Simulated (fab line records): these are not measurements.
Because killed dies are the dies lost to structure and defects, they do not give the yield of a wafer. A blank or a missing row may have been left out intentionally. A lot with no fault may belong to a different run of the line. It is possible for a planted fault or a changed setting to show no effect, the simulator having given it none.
Tool commonality check    flow sky130    13 lots, 39 wafers sampled

== WHY IT WAS OPENED ==
SKY_RES_XHIGH_TW_MEAS_09, reading RES_XHIGH_TW: flagged on 4 of 13 lots. Fault-free wafers read 1648, with a standard deviation of 12.
Rule: a lot is flagged in two cases, either no wafer of it has a number, or all its wafers with numbers fall more than 4 standard deviations from that mean. As for the other lots, they are considered sound.

lot   measured      on             RES_XHIGH_TW, wafer by wafer  flag
L321  day 27 08:02  film metro-03  1659 1661 1661                
L322  day 27 15:34  film metro-03  1659 1664 1661                
L323  day 28 02:04  film metro-01  1646 1639 1640                
L325  day 28 15:20  film metro-01  1636 1638 1630                
L324  day 28 19:14  film metro-01  1637 1645 1647                
L326  day 29 05:17  film metro-03  1663 1660 1661                
L327  day 29 08:59  film metro-02  1648 1635 1638                
L328  day 29 13:04  film metro-03  1662 1668 1655                
L329  day 30 01:19  film metro-01  1646 1633 1639                
L330  day 30 12:13  film metro-03  1082 1086 1076                FLAGGED
L331  day 30 19:25  film metro-01  1070 1063 1071                FLAGGED
L332  day 30 23:31  film metro-02  1073 1069 1068                FLAGGED
L333  day 31 19:10  film metro-03  1082 1085 1079                FLAGGED
Average over the flagged lots: 1075; offset from the usual -573, equal to -48 standard deviations.

== TOOL THAT RAN EACH LOT ==
Before the reading, the record contains 2 process steps out of a 708-step route. Cell contents, in order: the tool; ch with the chambers the sampled wafers went through; the start.
lot   flag     SKY_RES_XHIGH_IMPLANT_07         SKY_RES_XHIGH_STRIP_08
L321           implanter-01 ch 0, day 27 07:47  plasma asher-03 ch 0,1, day 27 07:55
L322           implanter-01 ch 0, day 27 15:19  plasma asher-02 ch 0,1, day 27 15:28
L323           implanter-04 ch 0, day 28 01:50  plasma asher-02 ch 0,1, day 28 01:58
L325           implanter-01 ch 0, day 28 15:08  plasma asher-01 ch 0,1, day 28 15:14
L324           implanter-01 ch 0, day 28 19:01  plasma asher-01 ch 0,1, day 28 19:08
L326           implanter-02 ch 0, day 29 05:04  plasma asher-03 ch 0,1, day 29 05:11
L327           implanter-04 ch 0, day 29 08:44  plasma asher-01 ch 0,1, day 29 08:53
L328           implanter-02 ch 0, day 29 12:50  plasma asher-03 ch 0, day 29 12:58
L329           implanter-02 ch 0, day 30 01:04  plasma asher-03 ch 0,1, day 30 01:13
L330  FLAGGED  implanter-04 ch 0, day 30 11:59  plasma asher-01 ch 0, day 30 12:07
L331  FLAGGED  implanter-01 ch 0, day 30 19:10  plasma asher-01 ch 0,1, day 30 19:19
L332  FLAGGED  implanter-04 ch 0, day 30 23:16  plasma asher-02 ch 0,1, day 30 23:25
L333  FLAGGED  implanter-02 ch 0, day 31 18:55  plasma asher-02 ch 0,1, day 31 19:04
What the steps here do:
- SKY_RES_XHIGH_IMPLANT_07
- SKY_RES_XHIGH_STRIP_08: strips in O2/N2.
- SKY_RES_XHIGH_TW_MEAS_09

== FLAGGED OVER TOTAL, TOOL BY TOOL (the gauges that took the reading come last) ==
step                      tool             lots run  flagged  share of the flagged lots  sound lots run after its first flagged lot
SKY_RES_XHIGH_IMPLANT_07  implanter-01     5         1        some                       0
SKY_RES_XHIGH_IMPLANT_07  implanter-02     4         1        some                       0
SKY_RES_XHIGH_IMPLANT_07  implanter-04     4         2        some                       0
SKY_RES_XHIGH_STRIP_08    plasma asher-01  5         2        some                       0
SKY_RES_XHIGH_STRIP_08    plasma asher-02  4         2        some                       0
SKY_RES_XHIGH_STRIP_08    plasma asher-03  4         0        none                       -
SKY_RES_XHIGH_TW_MEAS_09  film metro-01    5         1        some                       0
SKY_RES_XHIGH_TW_MEAS_09  film metro-02    2         1        some                       0
SKY_RES_XHIGH_TW_MEAS_09  film metro-03    6         2        some                       0

== THE TABLE: WHAT IT ALLOWS ==
No row of the table ran every flagged lot.

== WHAT WAS PUT IN BY THE SIMULATOR ==
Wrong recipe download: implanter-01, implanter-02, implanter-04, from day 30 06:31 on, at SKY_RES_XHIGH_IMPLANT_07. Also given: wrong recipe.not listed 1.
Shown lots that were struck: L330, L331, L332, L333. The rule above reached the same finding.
